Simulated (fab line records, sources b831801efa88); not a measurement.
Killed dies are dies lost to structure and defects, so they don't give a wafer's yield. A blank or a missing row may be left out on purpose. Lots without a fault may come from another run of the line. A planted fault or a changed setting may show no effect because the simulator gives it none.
One fault seen from 2 desks | flow sky130 | each desk has only its own numbers; what lay behind them comes last

THE METROLOGY DESK
What the gauges read, lot by lot, whatever tool the lot ran on: means of the sampled wafers that have a number. A lot is out of limits, marked OUT, if its mean lies more than 4 standard deviations from the usual mean; the brackets give that distance.
Columns: A = VT_ADJUST_NCORE_TW at SKY_VT_ADJUST_NCORE_TW_MEAS_11, usual 219.2; B = VIA2_BOW at SKY_VIA2_BOW_MEAS_03, usual 86 um
lot  | first seen here | A                | B
L959 | day 9 07:35     | 218.7            | 81
L961 | day 9 10:07     | 220.9            | 92
L962 | day 9 22:01     | 218.8            | 83
L966 | day 11 02:25    | 219.7            | 83
L968 | day 11 18:35    | 234.2 (+9.4) OUT | 90
L969 | day 11 20:58    | 220.5            | 78
L972 | day 13 07:07    | 233.8 (+9.1) OUT | 81
L977 | day 14 13:40    | 218.5            | 88
L978 | day 14 17:49    | 215.0            | 88
L979 | day 15 09:22    | 219.1            | 91
L980 | day 15 11:13    | 216.3            | 88
L981 | day 15 19:16    | 220.5            | 81
This desk's finding: out of limits on L968, L972; first on L968, day 11 18:35 (VT_ADJUST_NCORE_TW at SKY_VT_ADJUST_NCORE_TW_MEAS_11). In limits: L959, L961, L962, L966, L969, L977, L978, L979, L980, L981.

THE TOOL OWNER'S DESK: implanter-01
The tool's own readings at SKY_VT_ADJUST_NCORE_IMPLANT_09: means of the sampled wafers that have a number, for each lot that ran on this tool. A lot is out of limits, marked OUT, if its mean lies more than 4 standard deviations from the usual mean; the brackets give that distance.
Columns: A = beam_on_s at SKY_VT_ADJUST_NCORE_IMPLANT_09, usual 10.01 s; B = end_station_pressure_torr at SKY_VT_ADJUST_NCORE_IMPLANT_09, usual 5e-06 Torr; C = faraday_current_uA at SKY_VT_ADJUST_NCORE_IMPLANT_09, usual 13.52
lot  | first seen here | A               | B     | C
L959 | day 9 07:20     | 10.08           | 5e-06 | 13.44
L961 | day 9 09:53     | 10.09           | 5e-06 | 13.45
L962 | day 9 21:46     | 10.12           | 5e-06 | 13.37
L968 | day 11 18:20    | 12.46 (+12) OUT | 5e-06 | 10.89 (-9.7) OUT
L972 | day 13 06:52    | 12.37 (+12) OUT | 5e-06 | 10.89 (-9.7) OUT
L980 | day 15 10:58    | 10.07           | 5e-06 | 13.42
This desk's finding: out of limits on L968, L972; first on L968, day 11 18:20 (beam_on_s at SKY_VT_ADJUST_NCORE_IMPLANT_09). In limits: L959, L961, L962, L980.

PUT TOGETHER
The tool owner's desk could have raised an alarm at day 11 18:20, on L968, L972.
The metrology desk could have raised an alarm at day 11 18:35, on L968, L972.
Of the lots named, all ran SKY_VT_ADJUST_NCORE_IMPLANT_09 on implanter-01.

WHAT THE SIMULATOR HAD PUT IN
Process parameter drift: implanter-01, from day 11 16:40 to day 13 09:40, at SKY_VT_ADJUST_NCORE_IMPLANT_09. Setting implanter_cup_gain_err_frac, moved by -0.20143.
Lots struck among those shown: L968, L972.
Hours from the fault's start to each desk's first reading out of limits: the tool owner's desk, 2; the metrology desk, 2.
